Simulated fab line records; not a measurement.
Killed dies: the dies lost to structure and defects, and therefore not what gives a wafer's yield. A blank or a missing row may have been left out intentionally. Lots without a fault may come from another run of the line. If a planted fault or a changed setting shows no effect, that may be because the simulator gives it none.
Chamber matching | flow sky130 | cmp-01 running SKY_VIA2_CMP_24: 4 sister chambers
The step polishes, stops on SiO2, t overpolish 20 s, target thk 0 nm. 8 wafers are shown with their chamber, then 7 later ones without.

## WAFERS, EACH WITH ITS CHAMBER
wafer  | chamber | motorCurrentA (A) | overpolishRunS (s)
L082.1 | 1       | 10.7              | 20.013
L085.2 | 2       | 10.4              | 20.003
L085.5 | 3       | 9.3               | 19.997
L084.2 | 2       | 11.3              | 20.001
L084.4 | 3       | 9.8               | 19.998
L084.5 | 0       | 11.3              | 20.020
L090.1 | 1       | 10.9              | 20.012
L090.2 | 0       | 11.1              | 20.000

## WAFERS WITH NO CHAMBER GIVEN
wafer  | motorCurrentA (A) | overpolishRunS (s)
L090.6 | 10.7              | 19.996
L093.1 | 11.2              | 19.992
L093.4 | 9.9               | 20.015
L093.6 | 9.7               | 20.007
L094.1 | 11.0              | 20.009
L094.2 | 11.3              | 19.990
L094.6 | 10.2              | 19.998

## WHICH CHAMBER EACH ONE RAN IN
wafer  | from the rows above               | in truth
L090.6 | can't be placed: 2 or 1 or 0      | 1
L093.1 | can't be placed: 2 or 0 or 1      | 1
L093.4 | can't be placed: 1 or 3 or 2 or 0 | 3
L093.6 | can't be placed: 3 or 1 or 2      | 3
L094.1 | can't be placed: 0 or 1 or 2      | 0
L094.2 | can't be placed: 2 or 0 or 1      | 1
L094.6 | can't be placed: 3 or 2 or 1 or 0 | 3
Correctly placed: 0 of 7. Not placeable from these rows: 7 (in 7, the candidates include the true chamber). 0 placed wrongly.
How it was worked out, from the rows above alone: a wafer's distance from a chamber is the root of the sum, over the readings, of the square of ((its reading less the chamber's mean) divided by the reading's scatter). If the next closest chamber is less than 2 further off than the closest, the wafer can't be placed; otherwise it belongs to the closest. A chamber's mean is the mean of its shown wafers. The scatter: take each reading less its chamber's mean, square it, sum over the shown wafers, divide by the number of wafers less the number of chambers, and take the root.
